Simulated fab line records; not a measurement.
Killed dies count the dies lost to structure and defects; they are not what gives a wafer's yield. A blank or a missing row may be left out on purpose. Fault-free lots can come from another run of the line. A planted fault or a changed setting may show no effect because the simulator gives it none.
Which of the tools did it? :: flow sky130 :: Sampling: 11 lots, 33 wafers, 5 of 708 route steps

## WHAT THE GAUGES SHOWED, per wafer
SKY_VT_ADJUST_NCORE_OVL_MEAS_08.
lot: L176
measured: day 9 12:35
on: overlay-01
VT_ADJUST_NCORE_OVL (nm): -2.9 -2.4 -0.5

lot: L177
measured: day 9 17:03
on: overlay-01
VT_ADJUST_NCORE_OVL (nm): 1.3 0.7 0.8

lot: L178
measured: day 10 01:54
on: overlay-02
VT_ADJUST_NCORE_OVL (nm): 0.6 3.1 0.7

lot: L180
measured: day 10 20:28
on: overlay-02
VT_ADJUST_NCORE_OVL (nm): -0.7 0.9 -0.2

lot: L181
measured: day 10 23:34
on: overlay-01
VT_ADJUST_NCORE_OVL (nm): 2.7 0.6 1.4

lot: L183
measured: day 11 13:00
on: overlay-02
VT_ADJUST_NCORE_OVL (nm): 1.2 2.6 1.9

lot: L185
measured: day 12 04:00
on: overlay-02
VT_ADJUST_NCORE_OVL (nm): 4.1 3.7 3.1

lot: L188
measured: day 13 04:06
on: overlay-01
VT_ADJUST_NCORE_OVL (nm): 0.4 -0.4 -0.5

lot: L189
measured: day 13 07:58
on: overlay-01
VT_ADJUST_NCORE_OVL (nm): 2.7 3.0 2.1

lot: L195
measured: day 15 10:36
on: overlay-01
VT_ADJUST_NCORE_OVL (nm): 0.3 1.5 0.9

lot: L196
measured: day 15 21:59
on: overlay-01
VT_ADJUST_NCORE_OVL (nm): 0.1 -0.9 1.8

SKY_LDD_LDN_OVL_MEAS_07.
lot: L176
measured: day 24 14:47
on: overlay-01
LDD_LDN_OVL (nm): -1.9 -2.1 -0.8

lot: L177
measured: day 24 17:34
on: overlay-02
LDD_LDN_OVL (nm): -0.1 0.7 -1.0

lot: L178
measured: day 25 03:24
on: overlay-01
LDD_LDN_OVL (nm): 0.8 -0.1 -1.2

lot: L180
measured: day 25 22:35
on: overlay-02
LDD_LDN_OVL (nm): -0.5 -0.6 0.5

lot: L181
measured: day 25 22:17
on: overlay-02
LDD_LDN_OVL (nm): 0.1 -0.6 0.1

lot: L183
measured: day 26 21:25
on: overlay-01
LDD_LDN_OVL (nm): -0.3 -1.2 -0.9

lot: L185
measured: day 27 11:16
on: overlay-01
LDD_LDN_OVL (nm): 2.2 0.6 0.6

lot: L188
measured: day 28 15:43
on: overlay-01
LDD_LDN_OVL (nm): -0.9 -0.9 -0.6

lot: L189
measured: day 28 17:41
on: overlay-01
LDD_LDN_OVL (nm): -2.1 -1.7 -0.9

lot: L195
measured: day 30 23:41
on: overlay-02
LDD_LDN_OVL (nm): 0.5 -0.7 -0.3

lot: L196
measured: day 31 10:27
on: overlay-01
LDD_LDN_OVL (nm): -2.7 -3.1 -3.1

## WHAT TOOL EACH LOT RAN ON (gives the tool, then ch and the chambers of the sampled wafers, and finally the start)
lot: L176
SKY_POLY_GATE_ETCH_15: rie_diel-02 ch 1,2, day 18 00:02
SKY_POLY_GATE_STRIP_18: plasma_asher-03 ch 0,1, day 18 00:16
SKY_LDD_HVP_STRIP_09: plasma_asher-03 ch 0,1, day 23 09:07

lot: L177
SKY_POLY_GATE_ETCH_15: rie_diel-03 ch 0,3, day 18 02:58
SKY_POLY_GATE_STRIP_18: plasma_asher-03 ch 0,1, day 18 03:13
SKY_LDD_HVP_STRIP_09: plasma_asher-04 ch 0,1, day 23 11:20

lot: L178
SKY_POLY_GATE_ETCH_15: rie_diel-02 ch 1,2, day 18 13:39
SKY_POLY_GATE_STRIP_18: plasma_asher-04 ch 0,1, day 18 13:53
SKY_LDD_HVP_STRIP_09: plasma_asher-03 ch 0,1, day 23 21:30

lot: L180
SKY_POLY_GATE_ETCH_15: rie_diel-01 ch 0,1, day 19 12:04
SKY_POLY_GATE_STRIP_18: plasma_asher-01 ch 0,1, day 19 12:18
SKY_LDD_HVP_STRIP_09: plasma_asher-03 ch 0,1, day 24 17:32

lot: L181
SKY_POLY_GATE_ETCH_15: rie_diel-03 ch 2,3, day 19 11:22
SKY_POLY_GATE_STRIP_18: plasma_asher-01 ch 0,1, day 19 11:38
SKY_LDD_HVP_STRIP_09: plasma_asher-04 ch 0,1, day 24 17:29

lot: L183
SKY_POLY_GATE_ETCH_15: rie_diel-01 ch 2,3, day 20 10:43
SKY_POLY_GATE_STRIP_18: plasma_asher-01 ch 0,1, day 20 10:59
SKY_LDD_HVP_STRIP_09: plasma_asher-01 ch 0,1, day 25 16:15

lot: L185
SKY_POLY_GATE_ETCH_15: rie_diel-02 ch 1,2,3, day 21 01:19
SKY_POLY_GATE_STRIP_18: plasma_asher-01 ch 0,1, day 21 01:34
SKY_LDD_HVP_STRIP_09: plasma_asher-04 ch 0,1, day 26 06:19

lot: L188
SKY_POLY_GATE_ETCH_15: rie_diel-02 ch 1,2,3, day 22 04:25
SKY_POLY_GATE_STRIP_18: plasma_asher-03 ch 0,1, day 22 04:41
SKY_LDD_HVP_STRIP_09: plasma_asher-04 ch 0,1, day 27 10:53

lot: L189
SKY_POLY_GATE_ETCH_15: rie_diel-02 ch 1,2,3, day 22 08:37
SKY_POLY_GATE_STRIP_18: plasma_asher-03 ch 0,1, day 22 08:51
SKY_LDD_HVP_STRIP_09: plasma_asher-03 ch 0,1, day 27 12:50

lot: L195
SKY_POLY_GATE_ETCH_15: rie_diel-01 ch 1,2,3, day 24 21:19
SKY_POLY_GATE_STRIP_18: plasma_asher-03 ch 1, day 24 21:34
SKY_LDD_HVP_STRIP_09: plasma_asher-01 ch 0,1, day 29 19:43

lot: L196
SKY_POLY_GATE_ETCH_15: rie_diel-02 ch 1,2,3, day 25 06:47
SKY_POLY_GATE_STRIP_18: plasma_asher-01 ch 0,1, day 25 07:01
SKY_LDD_HVP_STRIP_09: plasma_asher-01 ch 1, day 30 06:21
- SKY_POLY_GATE_ETCH_15: etches BARC in N2/H2, stops on SiO2, time 118.5 s, target depth 110 nm.
- SKY_POLY_GATE_STRIP_18: strips in O2/N2.
- SKY_LDD_HVP_STRIP_09: strips in O2/N2.

## WHAT THE TOOLS THEMSELVES READ (means of the sampled wafers that have a number; where no wafer has one, the mark that the record gives instead)
SKY_POLY_GATE_ETCH_15.
lot: L176
tool: rie_diel-02
bias_w (W): 100.07
drypump_motor_current_A (A): 5.9
oes_product_au (a.u.): 0.719
rf_fwd_power_W (W): 498.9
throttle_valve_pct (%): 13.217

lot: L177
tool: rie_diel-03
bias_w (W): 99.99
drypump_motor_current_A (A): 5.8
oes_product_au (a.u.): 0.720
rf_fwd_power_W (W): 497.8
throttle_valve_pct (%): 13.216

lot: L178
tool: rie_diel-02
bias_w (W): 100.20
drypump_motor_current_A (A): 5.8
oes_product_au (a.u.): 0.713
rf_fwd_power_W (W): 496.8
throttle_valve_pct (%): 13.216

lot: L180
tool: rie_diel-01
bias_w (W): 100.03
drypump_motor_current_A (A): 5.5
oes_product_au (a.u.): 0.714
rf_fwd_power_W (W): 496.3
throttle_valve_pct (%): 13.218

lot: L181
tool: rie_diel-03
bias_w (W): 100.24
drypump_motor_current_A (A): 5.5
oes_product_au (a.u.): 0.717
rf_fwd_power_W (W): 497.9
throttle_valve_pct (%): 13.214

lot: L183
tool: rie_diel-01
bias_w (W): 99.84
drypump_motor_current_A (A): 5.7
oes_product_au (a.u.): 0.716
rf_fwd_power_W (W): 496.6
throttle_valve_pct (%): 13.211

lot: L185
tool: rie_diel-02
bias_w (W): 99.92
drypump_motor_current_A (A): 6.0
oes_product_au (a.u.): 0.719
rf_fwd_power_W (W): 497.3
throttle_valve_pct (%): 13.205

lot: L188
tool: rie_diel-02
bias_w (W): 100.26
drypump_motor_current_A (A): 6.0
oes_product_au (a.u.): 0.719
rf_fwd_power_W (W): 576.8
throttle_valve_pct (%): 13.219

lot: L189
tool: rie_diel-02
bias_w (W): 100.31
drypump_motor_current_A (A): 6.0
oes_product_au (a.u.): 0.717
rf_fwd_power_W (W): 576.9
throttle_valve_pct (%): 13.219

lot: L195
tool: rie_diel-01
bias_w (W): 99.79
drypump_motor_current_A (A): 5.6
oes_product_au (a.u.): 0.717
rf_fwd_power_W (W): 497.9
throttle_valve_pct (%): 13.211

lot: L196
tool: rie_diel-02
bias_w (W): 99.91
drypump_motor_current_A (A): 6.0
oes_product_au (a.u.): 0.715
rf_fwd_power_W (W): 496.9
throttle_valve_pct (%): 13.218

SKY_POLY_GATE_STRIP_18.
lot: L176
tool: plasma_asher-03
drypump_motor_current_A (A): 5.2
o2_flow_sccm (sccm): 3002
oes_product_au (a.u.): 0.357
strip_time_to_endpoint_s (s): 3.154

lot: L177
tool: plasma_asher-03
drypump_motor_current_A (A): 5.4
o2_flow_sccm (sccm): 2990
oes_product_au (a.u.): 0.360
strip_time_to_endpoint_s (s): 3.165

lot: L178
tool: plasma_asher-04
drypump_motor_current_A (A): 5.3
o2_flow_sccm (sccm): 3004
oes_product_au (a.u.): 0.357
strip_time_to_endpoint_s (s): 3.135

lot: L180
tool: plasma_asher-01
drypump_motor_current_A (A): 5.6
o2_flow_sccm (sccm): 3002
oes_product_au (a.u.): 0.359
strip_time_to_endpoint_s (s): 3.194

lot: L181
tool: plasma_asher-01
drypump_motor_current_A (A): 5.7
o2_flow_sccm (sccm): 2997
oes_product_au (a.u.): 0.359
strip_time_to_endpoint_s (s): 3.155

lot: L183
tool: plasma_asher-01
drypump_motor_current_A (A): 5.7
o2_flow_sccm (sccm): 2992
oes_product_au (a.u.): 0.359
strip_time_to_endpoint_s (s): 3.206

lot: L185
tool: plasma_asher-01
drypump_motor_current_A (A): 5.6
o2_flow_sccm (sccm): 3006
oes_product_au (a.u.): 0.360
strip_time_to_endpoint_s (s): 3.145

lot: L188
tool: plasma_asher-03
drypump_motor_current_A (A): 5.2
o2_flow_sccm (sccm): 2996
oes_product_au (a.u.): 0.356
strip_time_to_endpoint_s (s): 3.043

lot: L189
tool: plasma_asher-03
drypump_motor_current_A (A): 5.4
o2_flow_sccm (sccm): 3008
oes_product_au (a.u.): 0.354
strip_time_to_endpoint_s (s): 3.011

lot: L195
tool: plasma_asher-03
drypump_motor_current_A (A): 5.7
o2_flow_sccm (sccm): 3017
oes_product_au (a.u.): 0.363
strip_time_to_endpoint_s (s): 3.173

lot: L196
tool: plasma_asher-01
drypump_motor_current_A (A): 5.7
o2_flow_sccm (sccm): 3001
oes_product_au (a.u.): 0.361
strip_time_to_endpoint_s (s): 3.139

SKY_LDD_HVP_STRIP_09.
lot: L176
tool: plasma_asher-03
drypump_motor_current_A (A): 5.4
o2_flow_sccm (sccm): 3012
oes_product_au (a.u.): 0.412
strip_time_to_endpoint_s (s): 4.148

lot: L177
tool: plasma_asher-04
drypump_motor_current_A (A): 5.3
o2_flow_sccm (sccm): 3003
oes_product_au (a.u.): 0.411
strip_time_to_endpoint_s (s): 4.132

lot: L178
tool: plasma_asher-03
drypump_motor_current_A (A): 5.4
o2_flow_sccm (sccm): 3003
oes_product_au (a.u.): 0.407
strip_time_to_endpoint_s (s): 4.140

lot: L180
tool: plasma_asher-03
drypump_motor_current_A (A): 5.4
o2_flow_sccm (sccm): 3005
oes_product_au (a.u.): 0.405
strip_time_to_endpoint_s (s): 4.140

lot: L181
tool: plasma_asher-04
drypump_motor_current_A (A): 5.7
o2_flow_sccm (sccm): 2990
oes_product_au (a.u.): 0.408
strip_time_to_endpoint_s (s): 4.134

lot: L183
tool: plasma_asher-01
drypump_motor_current_A (A): 5.6
o2_flow_sccm (sccm): 2993
oes_product_au (a.u.): 0.411
strip_time_to_endpoint_s (s): 4.150

lot: L185
tool: plasma_asher-04
drypump_motor_current_A (A): 5.7
o2_flow_sccm (sccm): 2994
oes_product_au (a.u.): 0.405
strip_time_to_endpoint_s (s): 4.124

lot: L188
tool: plasma_asher-04
drypump_motor_current_A (A): 5.3
o2_flow_sccm (sccm): 2997
oes_product_au (a.u.): 0.409
strip_time_to_endpoint_s (s): 4.131

lot: L189
tool: plasma_asher-03
drypump_motor_current_A (A): 5.2
o2_flow_sccm (sccm): 3002
oes_product_au (a.u.): 0.406
strip_time_to_endpoint_s (s): 4.136

lot: L195
tool: plasma_asher-01
drypump_motor_current_A (A): 5.6
o2_flow_sccm (sccm): 2993
oes_product_au (a.u.): 0.411
strip_time_to_endpoint_s (s): 4.139

lot: L196
tool: plasma_asher-01
drypump_motor_current_A (A): 5.6
o2_flow_sccm (sccm): 3005
oes_product_au (a.u.): 0.409
strip_time_to_endpoint_s (s): 4.124

## THE ANSWER, worked out from the rows above alone
Rule: what is usual is taken from the lots themselves. The widest of any qualifying gaps counts: lots, ordered by their means at a reading, are off when they make up no more than a third of the lots, leave a main group of 4 or more, and stand apart from it by 3 or more times the standard deviation of that group's means. If all means in a main group match to the digits the tables above print for the reading, that group is not used. Also off: a lot with no number at a reading for which 4 or more lots have one. The other lots that the step has rows for count as sound. First the gauges in route order, then the tools' own readings, where a lot's mean is used as printed above. The first step at which some lot is off is used, and at that step the reading that is off furthest; a lot without a number counts as furthest.
Off at SKY_POLY_GATE_ETCH_15 (rf_fwd_power_W): L188, L189. Main group: mean 497.4 W, sd 0.77.
A tool fits if, at that step or a process step before it, it ran every lot that is off, and no sound lot after the first of them. None of those tried fits.

## WHAT THE SIMULATOR HAD PUT IN
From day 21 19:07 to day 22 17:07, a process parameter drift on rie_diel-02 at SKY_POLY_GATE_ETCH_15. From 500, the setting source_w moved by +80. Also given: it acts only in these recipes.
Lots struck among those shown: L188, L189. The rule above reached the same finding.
